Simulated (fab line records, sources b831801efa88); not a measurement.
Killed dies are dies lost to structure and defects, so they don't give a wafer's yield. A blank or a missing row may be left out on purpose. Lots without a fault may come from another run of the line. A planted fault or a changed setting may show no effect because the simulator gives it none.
A struck lot beside a sound one | flow sky130 | 36 steps out of a route of 708
Sound: wafers L853.1, L853.4, L853.6. Struck: wafer L865.2. (L865.1, L865.5 of the same lot were not struck and are left out.) The cause comes at the end.
At each step with rows: each side's tool, then ch and its chambers, then its first start. Under that, the readings that differ: sound wafers | struck wafers | difference of the means | sigmas: that difference in standard deviations of wafers without a fault.
alike: readings whose means differ by less than 2 such deviations, and words and numbers that are the same on both sides. not compared: withheld readings, readings that some wafer has no value for, bounds like >300 that may hide the same value, and numbers for which the record gives no deviation and whose values overlap.
The two part at a step that has a row with sigmas, a row that says differs or no value, or rows on one side only. Numbers that don't overlap but have no deviation are shown without sigmas and don't part them. A reading that every wafer of one side lacks parts them only if that side has two wafers or more.

first, 1 step without rows for these wafers: SKY_METAL2_DEVELOP_14 (develop time 60 s).
SKY_METAL2_CD_MEAS_15: target cd 140 nm.
  sound on cd_sem-01, day 37 13:51; struck on cd_sem-01, day 40 07:25
  alike: cd_nm
SKY_METAL2_OVL_MEAS_16:
  sound on overlay-01, day 37 13:58; struck on overlay-01, day 40 07:32
  alike: METAL2_OVL
then, 1 step without rows for these wafers: SKY_METAL2_DESCUM_17 (chemistry O2, time 8 s).
SKY_METAL2_ETCH_18: etches BARC in N2/H2, stops on SiO2, time 45.9 s, target depth 60 nm.
  sound on rie_metal-04 ch 0,1, day 37 14:02; struck on rie_metal-01 ch 0, day 40 07:36
  alike: drypump_motor_current_A, oes_product_au, throttle_valve_pct
  not compared: rf_hours_counter_h
then, 1 step without rows for these wafers: SKY_METAL2_METAL_ETCH_19 (etches the open film in Cl2/BCl3, stops on SiO2, target depth 360 nm, time 78 s).
SKY_METAL2_STRIP_20: strips in O2/N2.
  sound on plasma_asher-03 ch 0,1, day 37 14:12; struck on plasma_asher-03 ch 1, day 40 07:45
  alike: drypump_motor_current_A, oes_product_au, strip_time_to_endpoint_s
  not compared: rf_hours_counter_h
then, 4 steps without rows for these wafers: SKY_METAL2_STRIP_21 (strips in post etch residue remover, time 1200 s); SKY_METAL2_CLEAN_22 (cleans in IPA, time 180 s); SKY_METAL2_CLEAN_23 (cleans in O3/DIW); SKY_VIA2_HDPCVD_00 (deposits SiO2, target thk 1180 nm, time 196.7 s).
SKY_VIA2_THK_MEAS_01:
  sound on film_metro-01, day 37 14:55; struck on film_metro-04, day 40 08:28
  alike: VIA2_HDPCVD_THK
SKY_VIA2_CMP_02: polishes SiO2.
  sound on cmp-01 ch 1,2, day 37 14:59; struck on cmp-01 ch 0, day 40 08:32
  reading                                  | sound           | struck | difference | sigmas
  model.SiO2_of_VIA2_HDPCVD_00.thk_nm (nm) | 495 495.1 494.2 | 620.3  | +125.5     |
  alike: motor_current_A
SKY_VIA2_BOW_MEAS_03:
  sound on film_metro-01, day 37 15:17; struck on film_metro-01, day 40 08:50
  reading       | sound    | struck | difference | sigmas
  VIA2_BOW (um) | 80 80 71 | 94     | +17        | +2
then, 8 steps without rows for these wafers: SKY_VIA2_DEHYDRATE_04 (time 60 s); SKY_VIA2_HMDS_05 (prime time 60 s); SKY_VIA2_COAT_06 (resist thk 60 nm); SKY_VIA2_COAT_07 (resist thk 450 nm); SKY_VIA2_SOFTBAKE_08 (time 90 s); SKY_VIA2_EXPOSE_09 (exposes mask VIM2, target cd 200 nm); SKY_VIA2_PEB_10; SKY_VIA2_DEVELOP_11 (develop time 60 s).
SKY_VIA2_CD_MEAS_12: target cd 200 nm.
  sound on cd_sem-02, day 38 16:54; struck on cd_sem-02, day 41 09:00
  alike: cd_nm
SKY_VIA2_OVL_MEAS_13:
  sound on overlay-01, day 38 17:01; struck on overlay-01, day 41 09:07
  alike: VIA2_OVL
then, 1 step without rows for these wafers: SKY_VIA2_ETCH_14 (etches BARC in N2/H2, stops on SiO2, time 45.9 s, target depth 60 nm).
SKY_VIA2_ETCH_15: etches SiO2 in C4F8/O2/Ar, stops on TiN, target depth 546 nm, time 84 s.
  sound on rie_diel-03 ch 1,2,3, day 38 17:06; struck on rie_diel-01 ch 3, day 41 09:12
  reading                          | sound             | struck | difference | sigmas
  oes_product_au (a.u.)            | 0.944 0.949 0.938 | 1.004  | +0.060     | +13
  model.VIA2.feature_depth_nm (nm) | 495 495.1 494.2   | 551.1  | +56.3      |
  model.etch.depth_nm (nm)         | 495 495.1 494.2   | 551.1  | +56.3      |
  not compared: rf_hours_counter_h
SKY_VIA2_STRIP_16: strips in O2/N2.
  sound on plasma_asher-04 ch 0,1, day 38 17:10; struck on plasma_asher-02 ch 0, day 41 09:16
  alike: drypump_motor_current_A, oes_product_au, strip_time_to_endpoint_s
  not compared: rf_hours_counter_h
then, 3 steps without rows for these wafers: SKY_VIA2_STRIP_17 (strips in post etch residue remover, time 1200 s); SKY_VIA2_CLEAN_18 (cleans in IPA, time 180 s); SKY_VIA2_CLEAN_19 (cleans in O3/DIW).
SKY_VIA2_SPUTTER_20: material TiN, target thk 20 nm, time 80 s.
  sound on pvd_sputter-02, day 38 17:47; struck on pvd_sputter-01, day 41 09:51
  reading                | sound          | struck | difference | sigmas
  throttle_valve_pct (%) | 28.5 30.1 28.7 | 31.4   | +2.3       | +3
SKY_VIA2_CVD_21: deposits W, target thk 420 nm, time 126.4 s.
  sound on cvd_w-01 ch 0,1, day 38 17:55; struck on cvd_w-02 ch 1, day 41 09:55
  alike: heater_power_w
SKY_VIA2_CMP_24: polishes, stops on SiO2, t overpolish 20 s, target thk 0 nm.
  sound on cmp-01 ch 0,1,3, day 38 18:13; struck on cmp-01 ch 3, day 41 10:16
  reading                                  | sound             | struck | difference | sigmas
  model.SiO2_of_VIA2_HDPCVD_00.thk_nm (nm) | 490.6 490.7 489.8 | 615.9  | +125.5     |
  alike: motor_current_A
SKY_METAL3_SPUTTER_00: material Ti, target thk 15 nm, time 10 s.
  the record has rows for the sound wafers here (pvd_sputter-01, day 38 18:31) and none for the struck ones
SKY_METAL3_SPUTTER_01: material TiN, target thk 20 nm, time 16.7 s.
  the record has rows for the sound wafers here (pvd_sputter-01, day 38 18:33) and none for the struck ones
-- the record jumps here: 8 days lie between the struck wafers' starts before and after (it left off in module METAL3 and takes up again in module PAD_OPEN, whose first step shown is number 708 of the route) --
SKY_PAD_OPEN_PROBE_99:
  sound on prober-01, day 47 20:44; struck on prober-02, day 49 20:10
  reading                                 | sound | struck | difference | sigmas
  model.etest.sram_pfet_latch.under_floor | 0 0 0 | 1      | +1         |
  model.etest.tip_p_5v.open               | 0 0 0 | 1      | +1         |
  model.etest.licon_high_po.open          | 0 0 0 | 1      | +1         |
  model.etest.nfet_01v8.under_floor       | 0 0 0 | 1      | +1         |
  model.etest.licon_poly.open             | 0 0 0 | 1      | +1         |
  model.etest.iso_pdiff_pwell.under_floor | 0 0 0 | 1      | +1         |
  model.etest.pfet_g5v0d10v5.under_floor  | 0 0 0 | 1      | +1         |
  model.etest.res_pwde_under_gate.open    | 0 0 0 | 1      | +1         |

WHERE THEY PART
First at SKY_VIA2_BOW_MEAS_03; last, within this record, at SKY_METAL3_SPUTTER_01.

WHY: what the simulator had put in
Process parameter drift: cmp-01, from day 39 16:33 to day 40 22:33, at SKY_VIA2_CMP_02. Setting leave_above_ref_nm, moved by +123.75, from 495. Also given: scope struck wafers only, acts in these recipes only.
